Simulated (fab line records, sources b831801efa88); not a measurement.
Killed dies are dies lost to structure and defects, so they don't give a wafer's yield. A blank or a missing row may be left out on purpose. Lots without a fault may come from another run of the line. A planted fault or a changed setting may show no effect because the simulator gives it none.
Which tool did it? | flow sky130 | 12 lots, 36 wafers sampled, at 2 steps of a route of 708

WHAT THE GAUGES READ, wafer by wafer
SKY_VIA2_THK_MEAS_23: measures by xrf.
lot  | measured     | on            | VIA2_W_THK (nm)
L310 | day 36 16:24 | film_metro-03 | 420 420 419
L314 | day 38 00:58 | film_metro-03 | 412 409 406
L315 | day 38 14:55 | film_metro-03 | 410 415 415
L316 | day 38 19:17 | film_metro-03 | 411 413 406
L317 | day 39 14:22 | film_metro-03 | 410 413 406
L322 | day 40 17:24 | film_metro-04 | 408 416 423
L324 | day 41 02:53 | film_metro-03 | 413 411 414
L326 | day 41 21:10 | film_metro-02 | 417 415 410
L328 | day 42 03:08 | film_metro-03 | 411 412 416
L329 | day 42 07:10 | film_metro-04 | 428 415 426
L331 | day 42 23:58 | film_metro-04 | 420 414 425
L332 | day 43 19:41 | film_metro-04 | 419 421 425

WHICH TOOL RAN EACH LOT (tool, then ch and the chambers of the sampled wafers, then the start)
lot  | SKY_VIA2_SPUTTER_20
L310 | pvd_sputter-04, day 36 15:57
L314 | pvd_sputter-04, day 38 00:40
L315 | pvd_sputter-02, day 38 14:34
L316 | pvd_sputter-02, day 38 18:58
L317 | pvd_sputter-03, day 39 14:04
L322 | pvd_sputter-04, day 40 17:05
L324 | pvd_sputter-04, day 41 02:32
L326 | pvd_sputter-02, day 41 20:51
L328 | pvd_sputter-02, day 42 02:49
L329 | pvd_sputter-03, day 42 06:50
L331 | pvd_sputter-04, day 42 23:39
L332 | pvd_sputter-02, day 43 19:23
- SKY_VIA2_SPUTTER_20: material TiN, target thk 20 nm, time 80 s.

WHAT THE TOOLS THEMSELVES READ (means of the sampled wafers that have a number; where no wafer has one, the mark that the record gives instead)
SKY_VIA2_SPUTTER_20.
lot  | tool           | chamber_pressure_pa (Pa) | throttle_valve_pct (%)
L310 | pvd_sputter-04 | 4.992                    | 29.8
L314 | pvd_sputter-04 | 4.985                    | 29.7
L315 | pvd_sputter-02 | 4.998                    | 28.6
L316 | pvd_sputter-02 | 4.999                    | 29.8
L317 | pvd_sputter-03 | 5.009                    | 31.0
L322 | pvd_sputter-04 | 5.009                    | 30.3
L324 | pvd_sputter-04 | 4.990                    | 29.0
L326 | pvd_sputter-02 | 4.996                    | 30.3
L328 | pvd_sputter-02 | 5.002                    | 29.3
L329 | pvd_sputter-03 | 4.993                    | 30.7
L331 | pvd_sputter-04 | 5.001                    | 29.3
L332 | pvd_sputter-02 | 4.996                    | 29.8

THE ANSWER, worked out from the rows above alone
Rule: what is usual is taken from the lots themselves. Put in order of their means at a reading, lots are off if they are a third of the lots or fewer, leave a main group of 4 or more, and stand apart from it by a gap of 3 or more times the standard deviation of the main group's means; of several such gaps the widest counts. A main group whose means are all the same, to the digits that the tables above print for the reading, isn't used. A lot without any number at a reading at which 4 lots or more have one is off too. The other lots that the step has rows for count as sound. The gauges are gone through in route order, then the tools' own readings, and for those a lot's mean is taken as printed above. The first step at which some lot is off is used, and at that step the reading that is off furthest; a lot without a number counts as furthest.
No lot is off at any reading shown: from this, nothing can be told.

WHAT THE SIMULATOR HAD PUT IN
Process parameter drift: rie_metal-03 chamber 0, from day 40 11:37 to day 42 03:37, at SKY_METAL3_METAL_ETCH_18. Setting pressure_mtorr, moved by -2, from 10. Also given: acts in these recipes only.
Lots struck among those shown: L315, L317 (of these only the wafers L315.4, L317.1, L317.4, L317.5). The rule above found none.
